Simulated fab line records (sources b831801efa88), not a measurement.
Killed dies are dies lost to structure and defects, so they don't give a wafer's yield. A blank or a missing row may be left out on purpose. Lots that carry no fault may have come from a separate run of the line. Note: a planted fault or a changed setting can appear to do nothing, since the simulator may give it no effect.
8D (eight disciplines) problem report, filled in by code ; flow gf180mcu ; the parts of the form that need people (team, actions taken, sign-off) are left out

== 1. THE PROBLEM ==
rf-fwd-power-W at GF_STI_ETCH_13 reads a mean of 501.7 W on 1 wafer of 1 lot; wafers without a fault read 597.0 W with a standard deviation of 2. That puts it -48 standard deviations away from the usual mean.
The step: etches the open film in CHF3/O2, stops on Si, target depth 282.31 nm, time 112.9 s.
First seen on wafer L537.1, day 3 20:53, on rie-diel-01. The record has a number at this step for 33 wafers belonging to 11 lots. Rule for "out", or "out of limits": more than 4 standard deviations from the usual mean. All remaining wafers that have a number are taken as sound.

== 2. WHAT IT IS; WHAT IT IS NOT ==
question;is;is not
which readings at this step;rf-fwd-power-W;chf3-flow-sccm, drypump-motor-current-A, oes-product-au, throttle-valve-pct
which lots;L537;L530, L531, L532, L533, L534, L535, L536, L538, L551, L552
which wafers of those lots;L537.1;L537.2, L537.6
read on which tools;rie-diel-01;rie-diel-02, rie-diel-03
when;from day 3 20:53;"up to then (23 sound wafers); but 9 sound wafers of L538, L551, L552 came after"

== 3. THE SUSPECTS, EACH WITH WHAT RULES IT OUT ==
Counting: a tool at a process step up to the reading stays a suspect if it ran every lot that is out. Sound lots after the first of them don't rule it out here, since some wafers of a struck lot are sound.
- rie-diel-01 at GF_STI_ETCH_13 (etches the open film in CHF3/O2, stops on Si, target depth 282.31 nm, time 112.9 s): kept. It processed L537, the lot that is out, at day 3 20:53, and its most recent sound lot before then was L536 at day 3 12:53. Out on those wafers are its own readings of rf-fwd-power-W.
- Within rie-diel-01 at GF_STI_ETCH_13: the wafers that are out ran in chamber 0; their sound lot-mates ran in chambers 1, 3.
Left after counting: rie-diel-01 at GF_STI_ETCH_13.

== 4. THE CAUSE (what the simulator had put in) ==
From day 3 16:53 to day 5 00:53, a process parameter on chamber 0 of rie-diel-01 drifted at GF_STI_ETCH_13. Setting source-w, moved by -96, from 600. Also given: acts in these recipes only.
The count eliminated every tool but this one.

== 5. SEQUENCE OF EFFECTS, ordered by route ==
Each row: a reading whose mean over the struck wafers that have a number lies more than 3 standard deviations from the usual. Only readings for which the record gives a usual standard deviation are gone through. hours: the time from each lot's start at the first step in this table that gives one to its start at this step, as a median over the lots. sigmas: the change in usual standard deviations.
hours;step;reading;usual;on struck wafers;change;sigmas
0;GF_STI_ETCH_13;rf-fwd-power-W;597.0 W;501.7;-95.3;-48
0;GF_STI_STRIP_15;strip-time-to-endpoint-s;3.73 s;3.95;+0.22;+5.0
Process steps it contains:
- GF_STI_ETCH_13: etches the open film in CHF3/O2, stops on Si, target depth 282.31 nm, time 112.9 s.
- GF_STI_STRIP_15: strips in O2/N2.

== 6. WHAT WOULD HAVE CAUGHT IT SOONER ==
4 hours passed between the start of the fault at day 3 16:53 and the first reading out of limits in this record, taken at day 3 20:53.
